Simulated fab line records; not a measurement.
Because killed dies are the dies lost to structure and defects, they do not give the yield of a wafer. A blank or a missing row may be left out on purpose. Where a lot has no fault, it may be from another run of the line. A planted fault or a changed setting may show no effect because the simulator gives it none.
What tool caused it?    flow gf180mcu    6 lots with 18 wafers sampled at 3 steps, on a route of 602 steps

## WHAT EACH GAUGE READ, for each wafer
GF_LVPWELL_OVL_MEAS_07.
lot   measured     on          LVPWELL_OVL (nm)
L307  day 4 03:04  overlay-01  1.1 0.8 0.4
L309  day 4 13:04  overlay-01  0.9 3.0 0.3
L311  day 5 00:50  overlay-01  2.1 1.4 1.3
L313  day 5 13:53  overlay-02  2.8 2.8 3.2
L315  day 6 10:59  overlay-01  0.1 0.7 0.2
L329  day 9 08:41  overlay-02  0.1 1.0 -0.8

## TOOL THAT RAN EACH LOT (tool first, then ch and the chambers of the sampled wafers, then the start)
lot   GF_DNWELL_STRIP_08                   GF_LVPWELL_EXPOSE_04
L307  plasma asher-01 ch 1, day 3 01:09    iline stepper-01 ch 0, day 3 20:24
L309  plasma asher-04 ch 0,1, day 3 10:08  iline stepper-02 ch 0, day 4 06:34
L311  plasma asher-03 ch 0,1, day 3 22:43  iline stepper-02 ch 0, day 4 18:40
L313  plasma asher-04 ch 1, day 4 10:57    iline stepper-02 ch 0, day 5 07:23
L315  plasma asher-03 ch 0,1, day 5 05:47  iline stepper-02 ch 0, day 6 04:42
L329  plasma asher-01 ch 0,1, day 7 23:35  iline stepper-02 ch 0, day 9 00:23
- GF_DNWELL_STRIP_08: strips in O2/N2.
- GF_LVPWELL_EXPOSE_04: exposes mask LVPWELL, target cd 600 nm.

## THE ANSWER, worked out from the rows above alone
Rule: the lots themselves supply what counts as usual. The widest of any qualifying gaps counts: lots, ordered by their means at a reading, are off when they make up no more than a third of the lots, leave a main group of 4 or more, and stand apart from it by 3 or more times the standard deviation of that group's means. Not used: any main group whose means are identical at the precision the tables above print for the reading. A lot without any number at a reading at which 4 lots or more have one is off too. Where the step has rows for the other lots, those lots are counted as sound.
None of the lots is off at any reading shown; this tells nothing.

## WHAT THE SIMULATOR HAD INSERTED
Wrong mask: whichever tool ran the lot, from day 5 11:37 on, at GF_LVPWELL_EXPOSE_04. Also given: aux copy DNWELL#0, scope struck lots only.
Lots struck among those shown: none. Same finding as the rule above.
